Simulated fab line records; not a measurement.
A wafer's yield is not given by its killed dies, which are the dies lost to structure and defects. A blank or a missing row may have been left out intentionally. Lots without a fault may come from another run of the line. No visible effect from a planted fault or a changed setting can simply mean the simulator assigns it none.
8D (eight disciplines) problem report, filled in by code -- flow sky130 -- the parts of the form that need people (team, actions taken, sign-off) are left out

1. PROBLEM STATEMENT
METAL1_ALCU_RS at SKY_METAL1_RS_MEAS_05 reads a mean of 0.1423 ohm/sq on 1 wafer of 1 lot; wafers without a fault read 0.1269 ohm/sq with a standard deviation of 0.0014. Relative to the usual mean, that is a shift of +11 standard deviations.
The step: measures by four-point-probe.
First seen on wafer L611.4, day 33 01:32, on film_metro-03. The record has a number at this step for 30 wafers belonging to 10 lots. The rule behind "out" and "out of limits": a value lying over 4 standard deviations away from the usual mean. All remaining wafers that have a number are taken as sound.

2. WHAT IT IS, WHAT IT ISN'T
question,is,is not
which readings at this step,METAL1_ALCU_RS,-
which lots,L611,"L606, L609, L619, L620, L625, L626, L627, L628, L629"
which wafers of those lots,L611.4,"L611.2, L611.3"
read on which gauges,film_metro-03,"film_metro-02, film_metro-04"
when,from day 33 01:32,"up to then (8 sound wafers); but 21 sound wafers of L619, L620, L625, L626, L627, L628, L629 came after"

3. WHAT RULES OUT EACH SUSPECT
Counting: any tool at a process step up to the reading remains a suspect provided it ran every lot that is out. Sound lots after the first of them don't rule it out here, since some wafers of a struck lot are sound.
- the gauge at SKY_METAL1_RS_MEAS_05: ruled out. All the wafers that are out were read on film_metro-03, but those of them that SKY_METAL1_SPUTTER_02 has rows for are out there too, on other tools.
- rie_diel-01 at SKY_CONTACT_ETCH_16 (etches BARC in N2/H2, stops on SiO2, time 45.9 s, target depth 60 nm): kept. It processed L611, the lot that is out, at day 32 23:59, and its most recent sound lot before then was L609 at day 32 14:07.
- pvd_sputter-02 at SKY_METAL1_SPUTTER_02 (material AlCu, target thk 250 nm, time 13.3 s): kept. It processed L611, the lot that is out, at day 33 01:25, and its most recent sound lot before then was L609 at day 32 15:33. Its own cathode_dc_power_W readings are out on those wafers.
- At SKY_CONTACT_ETCH_16, inside rie_diel-01: chamber 3 took the wafers that are out, while their sound lot-mates went through chambers 0, 1.
The count leaves pvd_sputter-02 at SKY_METAL1_SPUTTER_02 and rie_diel-01 at SKY_CONTACT_ETCH_16.

4. THE CAUSE (what the simulator had put in)
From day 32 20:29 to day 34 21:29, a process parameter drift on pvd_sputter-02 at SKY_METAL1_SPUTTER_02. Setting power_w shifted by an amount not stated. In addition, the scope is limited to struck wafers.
Counting leaves 2 suspects; this tool is one of them.

5. SEQUENCE OF EFFECTS, ordered by route
One row per reading whose mean, taken over the struck wafers that have a number, lies over 3 standard deviations from the usual. Only readings whose record carries a usual standard deviation are examined. hours: median over the lots of the time between each lot's start at the first step of this table that gives one and its start at this step. sigmas: the change, counted in usual standard deviations.
hours,step,reading,usual,on struck wafers,change,sigmas
0,SKY_METAL1_SPUTTER_02,cathode_dc_power_W,10600 W,9311,-1289,-99 or more
0,SKY_METAL1_RS_MEAS_05,METAL1_ALCU_RS,0.1269 ohm/sq,0.1423,+0.0154,+11
0,SKY_METAL1_THK_MEAS_06,METAL1_ALCU_THK,253 nm,225,-28,-9.0
The process steps in it:
- SKY_METAL1_SPUTTER_02: material AlCu, target thk 250 nm, time 13.3 s.

6. WHAT WOULD HAVE CAUGHT IT SOONER
The first out-of-limits reading at a measuring or inspecting step in this record came at day 33 01:32, 5 hours after the fault's start at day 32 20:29.
Tool's own readings at SKY_METAL1_SPUTTER_02, cathode_dc_power_W: out on all struck wafers the step has rows for; an alarm limit on them would have tripped on the first.
Each of the lots that are out, 1 in all, had begun SKY_METAL1_SPUTTER_02 on pvd_sputter-02 no later than day 33 01:32. Had the tool been put on hold then, not one of them would have been saved.
